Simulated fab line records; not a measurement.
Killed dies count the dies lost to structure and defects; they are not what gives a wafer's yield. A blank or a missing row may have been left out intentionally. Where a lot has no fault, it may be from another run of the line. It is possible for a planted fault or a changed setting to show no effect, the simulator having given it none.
Chamber matching | flow gf180mcu | GF_STI_CMP_25 on cmp-02: 4 sister chambers
The step polishes, stops on Si3N4, t overpolish 33 s, target thk 524.6 nm. 8 wafers are shown with their chamber, then 8 later ones without.

WAFERS PAIRED WITH THEIR CHAMBERS
wafer  | chamber | motor current A (A) | time to endpoint s (s)
L169.3 | 3       | 11.1                | 125
L169.4 | 2       | 11.0                | 119
L170.1 | 1       | 13.4                | 127
L170.4 | 3       | 11.5                | 124
L177.4 | 2       | 11.2                | 113
L177.5 | 1       | 14.2                | 116
L177.6 | 0       | 11.0                | 116
L182.1 | 0       | 11.5                | 117

WAFERS WITHOUT THEIR CHAMBER
wafer  | motor current A (A) | time to endpoint s (s)
L182.4 | 11.2                | 120
L182.5 | 11.2                | 112
L187.3 | 11.9                | 121
L187.4 | 13.2                | 124
L187.6 | 10.6                | 123
L189.1 | 10.8                | 119
L189.5 | 10.7                | 120
L189.6 | 11.4                | 110

CHAMBER TAKEN BY EACH
wafer  | from the rows above          | in truth
L182.4 | can't be placed: 0 or 2 or 3 | 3
L182.5 | can't be placed: 2 or 0 or 3 | 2
L187.3 | can't be placed: 3 or 0 or 2 | 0
L187.4 | 1                            | 1
L187.6 | can't be placed: 3 or 2 or 0 | 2
L189.1 | can't be placed: 2 or 0 or 3 | 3
L189.5 | can't be placed: 2 or 0 or 3 | 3
L189.6 | can't be placed: 0 or 2 or 3 | 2
Correct placement for 1 of the 8. From these rows, 7 cannot be placed; in 7 the true chamber is one of the candidates. Placed wrongly: 0.
How it was worked out, from the rows above alone: a wafer's distance from a chamber is the root of the sum, over the readings, of the square of ((its reading less the chamber's mean) divided by the reading's scatter). The wafer belongs to the nearest chamber; if the next one is less than 2 further off, it can't be placed. The mean given for a chamber averages the wafers shown for that chamber. How the scatter is found: for the shown wafers, subtract from each reading the mean of its chamber, square and add these, divide the total by (wafers less chambers), then take the root.
